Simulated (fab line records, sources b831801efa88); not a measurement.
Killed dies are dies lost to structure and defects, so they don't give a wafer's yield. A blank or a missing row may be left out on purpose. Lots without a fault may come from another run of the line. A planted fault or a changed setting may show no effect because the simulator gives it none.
Which tool did it? | flow gf180mcu | 13 lots, 39 wafers sampled, at 7 steps of a route of 602

WHAT THE GAUGES READ, wafer by wafer
GF_NWELL_OVL_MEAS_07. Usual: NWELL_OVL 0.5 nm, standard deviation 1.4.
lot  | measured    | on         | NWELL_OVL (nm) | flag
L679 | day 3 06:27 | overlay-01 | 1.8 2.5 1.1    |
L680 | day 3 11:18 | overlay-01 | 0.9 1.0 2.3    |
L681 | day 3 18:17 | overlay-01 | -0.4 -1.4 -0.5 |
L683 | day 4 04:03 | overlay-01 | - - -          | OFF
L691 | day 6 00:30 | overlay-01 | 0.5 -1.3 0.0   |
L692 | day 6 06:29 | overlay-01 | 1.1 0.9 0.7    |
L693 | day 6 13:18 | overlay-02 | 0.0 1.3 0.5    |
L694 | day 6 18:15 | overlay-02 | -0.2 -0.7 -1.1 |
L695 | day 7 01:47 | overlay-02 | -2.6 -2.3 -1.9 |
L696 | day 7 05:30 | overlay-01 | -0.5 1.6 1.3   |
L698 | day 7 15:21 | overlay-01 | -1.9 -1.6 -2.0 |
L700 | day 8 04:27 | overlay-02 | -1.4 -0.1 0.7  |
L701 | day 8 08:17 | overlay-01 | -0.1 0.9 0.1   |

GF_NWELL_TW_MEAS_11. Usual: NWELL_TW 1566, standard deviation 13.
lot  | measured    | on            | NWELL_TW       | flag
L679 | day 3 06:54 | film_metro-02 | 1553 1551 1542 |
L680 | day 3 11:44 | film_metro-04 | 1574 1573 1570 |
L681 | day 3 18:44 | film_metro-01 | 1554 1551 1545 |
L683 | day 4 04:29 | film_metro-02 | 30 30 30       | OFF
L691 | day 6 00:56 | film_metro-02 | 1568 1563 1561 |
L692 | day 6 06:55 | film_metro-04 | 1587 1583 1581 |
L693 | day 6 13:44 | film_metro-04 | 1589 1588 1583 |
L694 | day 6 18:41 | film_metro-01 | 1546 1548 1546 |
L695 | day 7 02:13 | film_metro-02 | 1566 1548 1553 |
L696 | day 7 05:56 | film_metro-02 | 1554 1555 1559 |
L698 | day 7 15:47 | film_metro-04 | 1577 1583 1581 |
L700 | day 8 04:54 | film_metro-04 | 1572 1565 1571 |
L701 | day 8 08:43 | film_metro-04 | 1574 1564 1574 |

GF_LVPWELL_TW_MEAS_11. Usual: LVPWELL_TW 555, standard deviation 4.1.
lot  | measured    | on            | LVPWELL_TW     | flag
L679 | day 3 19:52 | film_metro-01 | 550 553 549    |
L680 | day 4 01:14 | film_metro-02 | 555 556 558    |
L681 | day 4 08:21 | film_metro-02 | 558 557 558    |
L683 | day 4 18:08 | film_metro-01 | 1562 1574 1574 | OFF
L691 | day 6 16:03 | film_metro-01 | 551 552 554    |
L692 | day 6 21:57 | film_metro-01 | 551 551 552    |
L693 | day 7 05:19 | film_metro-04 | 563 560 559    |
L694 | day 7 10:22 | film_metro-02 | 553 552 554    |
L695 | day 7 18:22 | film_metro-02 | 554 556 554    |
L696 | day 7 21:47 | film_metro-01 | 554 555 555    |
L698 | day 8 07:48 | film_metro-01 | 552 551 551    |
L700 | day 8 21:26 | film_metro-02 | 551 555 557    |
L701 | day 9 00:27 | film_metro-04 | 562 564 564    |

GF_VT_IMPLANT_OVL_MEAS_18. Usual: VT_IMPLANT_01_OVL -1.0 nm, standard deviation 1.1.
lot  | measured     | on         | VT_IMPLANT_01_OVL (nm) | flag
L679 | day 6 04:42  | overlay-01 | -2.4 -1.1 -1.2         |
L680 | day 6 11:12  | overlay-02 | -2.5 -1.4 -2.0         |
L681 | day 6 19:35  | overlay-02 | 0.3 0.2 -0.4           |
L683 | day 7 05:08  | overlay-02 | -0.2 -0.8 -0.9         |
L691 | day 9 07:09  | overlay-01 | -0.9 -0.6 -1.2         |
L692 | day 9 14:23  | overlay-01 | -1.9 -3.1 -1.7         |
L693 | day 9 23:21  | overlay-01 | 0.2 -0.9 -1.5          |
L694 | day 10 04:50 | overlay-01 | -2.4 -2.9 -2.7         |
L695 | day 10 13:35 | overlay-02 | -1.2 -3.1 -0.6         |
L696 | day 10 16:21 | overlay-01 | 1.6 -0.2 0.4           |
L698 | day 11 04:12 | overlay-02 | -2.4 -1.0 -0.2         |
L700 | day 11 20:57 | overlay-01 | -0.7 0.6 1.1           |
L701 | day 12 00:47 | overlay-02 | -2.1 -1.7 -2.1         |

GF_PSD_RS_MEAS_15: measures by four-point-probe. Usual: PSD_RS 108.54 ohm/sq, standard deviation 0.25.
lot  | measured     | on            | PSD_RS (ohm/sq)      | flag
L679 | day 14 10:56 | film_metro-01 | 108.65 108.30 108.88 |
L680 | day 14 18:08 | film_metro-02 | 108.54 108.59 108.40 |
L681 | day 15 07:22 | film_metro-03 | 108.80 108.24 108.81 |
L683 | day 15 16:11 | film_metro-01 | 108.37 108.21 108.35 |
L691 | day 18 12:26 | film_metro-01 | 108.13 108.35 107.87 |
L692 | day 18 22:31 | film_metro-03 | 108.70 108.63 108.70 |
L693 | day 19 05:59 | film_metro-01 | 108.47 108.70 108.81 |
L694 | day 19 14:23 | film_metro-01 | 108.17 108.77 108.37 |
L695 | day 20 00:53 | film_metro-03 | 108.62 109.12 108.88 |
L696 | day 20 07:01 | film_metro-03 | 108.59 108.62 108.30 |
L698 | day 20 20:22 | film_metro-01 | 108.23 108.10 108.44 |
L700 | day 21 17:34 | film_metro-02 | 108.66 108.55 108.56 |
L701 | day 21 19:28 | film_metro-01 | 108.27 108.65 109.03 |

WHICH TOOL RAN EACH LOT (tool, then ch and the chambers of the sampled wafers, then the start)
lot  | GF_NWELL_EXPOSE_04                 | GF_PSD_RTA_13
L679 | iline_stepper-02 ch 0, day 3 00:26 | rtp_anneal-01 ch 0, day 14 10:44
L680 | iline_stepper-01 ch 0, day 3 04:59 | rtp_anneal-01 ch 0, day 14 17:55
L681 | iline_stepper-02 ch 0, day 3 12:04 | rtp_anneal-02 ch 0, day 15 07:10
L683 | iline_stepper-01 ch 0, day 3 21:46 | rtp_anneal-02 ch 0, day 15 15:58
L691 | iline_stepper-01 ch 0, day 5 18:16 | rtp_anneal-01 ch 0, day 18 12:14
L692 | iline_stepper-01 ch 0, day 5 23:02 | rtp_anneal-01 ch 0, day 18 22:18
L693 | iline_stepper-01 ch 0, day 6 06:10 | rtp_anneal-02 ch 0, day 19 05:46
L694 | iline_stepper-01 ch 0, day 6 10:41 | rtp_anneal-02 ch 0, day 19 14:06
L695 | iline_stepper-02 ch 0, day 6 18:37 | rtp_anneal-02 ch 0, day 20 00:36
L696 | iline_stepper-01 ch 0, day 6 21:40 | rtp_anneal-02 ch 0, day 20 06:45
L698 | iline_stepper-01 ch 0, day 7 07:18 | rtp_anneal-01 ch 0, day 20 20:09
L700 | iline_stepper-01 ch 0, day 7 20:31 | rtp_anneal-01 ch 0, day 21 17:21
L701 | iline_stepper-02 ch 0, day 8 00:22 | rtp_anneal-02 ch 0, day 21 19:11
- GF_NWELL_EXPOSE_04: exposes mask Nwell, target cd 860 nm.
- GF_PSD_RTA_13: time 20 s.

WHAT THE TOOLS THEMSELVES READ (means of the sampled wafers that have a number; where no wafer has one, the mark that the record gives instead)
GF_NWELL_EXPOSE_04. Usual: exposure_dose_mJ_cm2 260.03, standard deviation 0.26; stage_vel_mm_s 500.02 mm/s, standard deviation 0.26.
lot  | tool             | exposure_dose_mJ_cm2 | stage_vel_mm_s (mm/s) | flag
L679 | iline_stepper-02 | 260.18               | 500.11                |
L680 | iline_stepper-01 | 259.94               | 500.36                |
L681 | iline_stepper-02 | 260.21               | 500.01                |
L683 | iline_stepper-01 | 260.00               | 499.94                |
L691 | iline_stepper-01 | 259.91               | 499.84                |
L692 | iline_stepper-01 | 259.92               | 499.78                |
L693 | iline_stepper-01 | 259.71               | 500.05                |
L694 | iline_stepper-01 | 260.42               | 499.66                |
L695 | iline_stepper-02 | 260.14               | 499.82                |
L696 | iline_stepper-01 | 260.10               | 499.91                |
L698 | iline_stepper-01 | 259.75               | 499.75                |
L700 | iline_stepper-01 | 259.69               | 499.81                |
L701 | iline_stepper-02 | 260.06               | 500.09                |

GF_PSD_RTA_13. Usual: anneal_temp_c_max 1029.0, standard deviation 0.87; lamp_power_pct 35 %, standard deviation 3.7; wafer_temp_C_max 1028.5, standard deviation 0.75.
lot  | tool          | anneal_temp_c_max | lamp_power_pct (%) | wafer_temp_C_max | flag
L679 | rtp_anneal-01 | 1029.7            | 33                 | 1028.2           |
L680 | rtp_anneal-01 | 1029.3            | 33                 | 1028.2           |
L681 | rtp_anneal-02 | 1027.8            | 40                 | 1028.9           |
L683 | rtp_anneal-02 | 1028.0            | 40                 | 1027.9           |
L691 | rtp_anneal-01 | 1029.5            | 33                 | 1028.0           |
L692 | rtp_anneal-01 | 1029.1            | 33                 | 1028.1           |
L693 | rtp_anneal-02 | 1028.3            | 40                 | 1028.9           |
L694 | rtp_anneal-02 | 1028.5            | 40                 | 1028.2           |
L695 | rtp_anneal-02 | 1028.2            | 40                 | 1028.4           |
L696 | rtp_anneal-02 | 1029.3            | 40                 | 1029.1           |
L698 | rtp_anneal-01 | 1029.4            | 33                 | 1028.1           |
L700 | rtp_anneal-01 | 1028.9            | 33                 | 1028.2           |
L701 | rtp_anneal-02 | 1027.9            | 40                 | 1028.6           |

THE ANSWER, worked out from the rows above alone
Rule: a lot is off if the mean of its wafers that have a number lies more than 3 standard deviations from the usual mean. A lot without any number at a reading at which 4 lots or more have one is off too. The other lots that the step has rows for count as sound. The gauges are gone through in route order, then the tools' own readings, and for those a lot's mean is taken as printed above. The first step at which some lot is off is used, and at that step the reading that is off furthest; a lot without a number counts as furthest.
Off: L683, at GF_NWELL_OVL_MEAS_07 (NWELL_OVL). Without a number there: L683.
A tool fits if, at a process step before that reading, it ran every lot that is off, and no sound lot after the first of them. The gauges at GF_NWELL_OVL_MEAS_07 aren't tried: what is off there is off at GF_NWELL_TW_MEAS_11 too, on other tools, and a gauge's error can't cause that. None of those tried fits.

WHAT THE SIMULATOR HAD PUT IN
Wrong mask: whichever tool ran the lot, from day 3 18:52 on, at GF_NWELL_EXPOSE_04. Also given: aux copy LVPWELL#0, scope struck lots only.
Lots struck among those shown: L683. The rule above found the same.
